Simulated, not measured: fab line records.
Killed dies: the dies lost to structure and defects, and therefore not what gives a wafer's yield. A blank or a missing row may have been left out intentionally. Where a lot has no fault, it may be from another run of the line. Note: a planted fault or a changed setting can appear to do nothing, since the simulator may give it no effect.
Matching of chambers ; flow sfq line ; 3 sister chambers for SFQ_TRILAYER_L0_CAP_PECVD_011 on pecvd-01
The step deposits SiO2 from SiH4/N2O, time 13.333 s, target thk 60 nm. 3 wafers are shown with their chamber, then 7 later ones without.

## EACH WAFER AND ITS CHAMBER
wafer;chamber;throttle valve pct (%)
L872.6;2;26.0
L880.6;0;27.7
L882.4;1;26.3

## WAFERS MISSING THEIR CHAMBER
wafer;throttle valve pct (%)
L882.5;27.9
L887.3;26.9
L887.5;27.8
L887.6;26.3
L888.2;26.3
L888.3;27.6
L888.6;27.8

## WHICH CHAMBER EACH ONE RAN IN
wafer;from the rows above;in truth
L882.5;0;0
L887.3;can't be placed: 1 or 0 or 2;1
L887.5;0;0
L887.6;can't be placed: 1 or 2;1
L888.2;can't be placed: 1 or 2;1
L888.3;0;0
L888.6;0;0
4 of 7 placed correctly. Can't be placed from these rows: 3 (the true chamber is among the candidates in 3). Placed wrongly: 0.
How it was worked out, from the rows above alone: a wafer's distance from a chamber is the root of the sum, over the readings, of the square of ((its reading less the chamber's mean) divided by the reading's scatter). If the next closest chamber is less than 2 further off than the closest, the wafer can't be placed; otherwise it belongs to the closest. Each chamber's mean is taken over the wafers shown for it. The scatter: with one shown wafer a chamber, the root of the mean of the squares of how far each hidden wafer lies from its nearest shown one.
